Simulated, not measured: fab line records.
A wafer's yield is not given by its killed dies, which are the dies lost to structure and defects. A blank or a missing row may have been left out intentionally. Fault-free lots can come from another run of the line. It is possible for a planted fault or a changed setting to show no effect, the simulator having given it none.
Commonality check across tools ; flow gf180mcu ; 36 wafers sampled across 12 lots

## WHAT PROMPTED THE OPENING
GF_STI_THK_MEAS_04, reading STI_CVD_03_THK: flagged on 2 of 12 lots. No-fault wafers: 206.8 nm, standard deviation 2.1.
Rule: a lot is flagged in two cases, either no wafer of it has a number, or all its wafers with numbers fall more than 4 standard deviations from that mean. The rest of the lots are taken to be sound.

lot;measured;on;STI_CVD_03_THK (nm), wafer by wafer;flag
L602;day 1 13:34;film metro-02;209.7 207.6 209.0;
L604;day 1 23:34;film metro-04;207.0 206.9 205.7;
L605;day 2 04:35;film metro-02;206.2 206.3 207.0;
L606;day 2 10:25;film metro-01;205.4 204.9 205.9;
L607;day 2 14:39;film metro-04;207.3 205.1 208.0;
L608;day 2 19:34;film metro-04;207.2 206.0 205.8;
L609;day 3 02:01;film metro-04;205.0 207.8 206.9;
L612;day 3 15:34;film metro-01;196.1 184.7 178.0;FLAGGED
L613;day 3 20:41;film metro-01;166.0 192.9 196.7;FLAGGED
L616;day 4 13:14;film metro-01;203.7 202.8 202.2;
L620;day 5 08:05;film metro-04;207.4 207.1 209.3;
L625;day 6 08:34;film metro-02;210.0 208.0 208.3;
On average the flagged lots' numbers are 185.7 nm, which is -21.1 nm against the usual, or -10 standard deviations.

## EACH LOT AND THE TOOL IT RAN ON
The record holds 1 process step before the reading, out of a route of 602 steps. Every cell lists first the tool, next ch and the chambers used by the sampled wafers, and last the start.
lot;flag;GF_STI_CVD_03
L602;;lpcvd-01 ch 0, day 1 11:34
L604;;lpcvd-01 ch 1, day 1 21:34
L605;;lpcvd-02 ch 1, day 2 02:34
L606;;lpcvd-02 ch 1, day 2 08:26
L607;;lpcvd-01 ch 1, day 2 12:40
L608;;lpcvd-01 ch 1, day 2 17:34
L609;;lpcvd-01 ch 0, day 3 00:02
L612;FLAGGED;lpcvd-01 ch 1, day 3 13:34
L613;FLAGGED;lpcvd-01 ch 1, day 3 18:41
L616;;lpcvd-02 ch 0, day 4 11:14
L620;;lpcvd-02 ch 0, day 5 06:05
L625;;lpcvd-02 ch 0, day 6 06:34
These steps, and what they do:
- GF_STI_CVD_03: deposits Si3N4 from DCS/NH3, target thk 207.16 nm, time 3551 s.
- GF_STI_THK_MEAS_04

## FLAGGED OVER TOTAL, TOOL BY TOOL (the gauges that took the reading come last)
step;tool;lots run;flagged;share of the flagged lots;sound lots run after its first flagged lot
GF_STI_CVD_03;lpcvd-01;7;2;all;0
GF_STI_CVD_03;lpcvd-02;5;0;none;-
GF_STI_THK_MEAS_04;film metro-01;4;2;all;1 (L616)
GF_STI_THK_MEAS_04;film metro-02;3;0;none;-
GF_STI_THK_MEAS_04;film metro-04;5;0;none;-

## THE TABLE: WHAT IT ALLOWS
In 2 table rows, all flagged lots were run: lpcvd-01 (GF_STI_CVD_03), film metro-01 (GF_STI_THK_MEAS_04).
- lpcvd-01 at GF_STI_CVD_03 ran 7 lots, 2 of them flagged. A fault beginning between L609 (day 3 00:02), its last sound lot, and L612 (day 3 13:34), its first flagged one, fits the data. Its own readings lie more than 4 standard deviations out on every wafer of the flagged lots: spike tc centre C, zone power centre pct.
- film metro-01 at GF_STI_THK_MEAS_04 ran 4 lots, 2 of them flagged. Sound lots ran on it after the first flagged one (L616), which a lasting fault on the whole tool wouldn't allow.
Left over: one tool, lpcvd-01 at GF_STI_CVD_03.

## WHAT THE SIMULATOR HAD INSERTED
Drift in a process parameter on lpcvd-01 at GF_STI_CVD_03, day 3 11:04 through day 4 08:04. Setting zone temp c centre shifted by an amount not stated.
Shown lots that were struck: L612, L613. The rule given above showed the same thing.
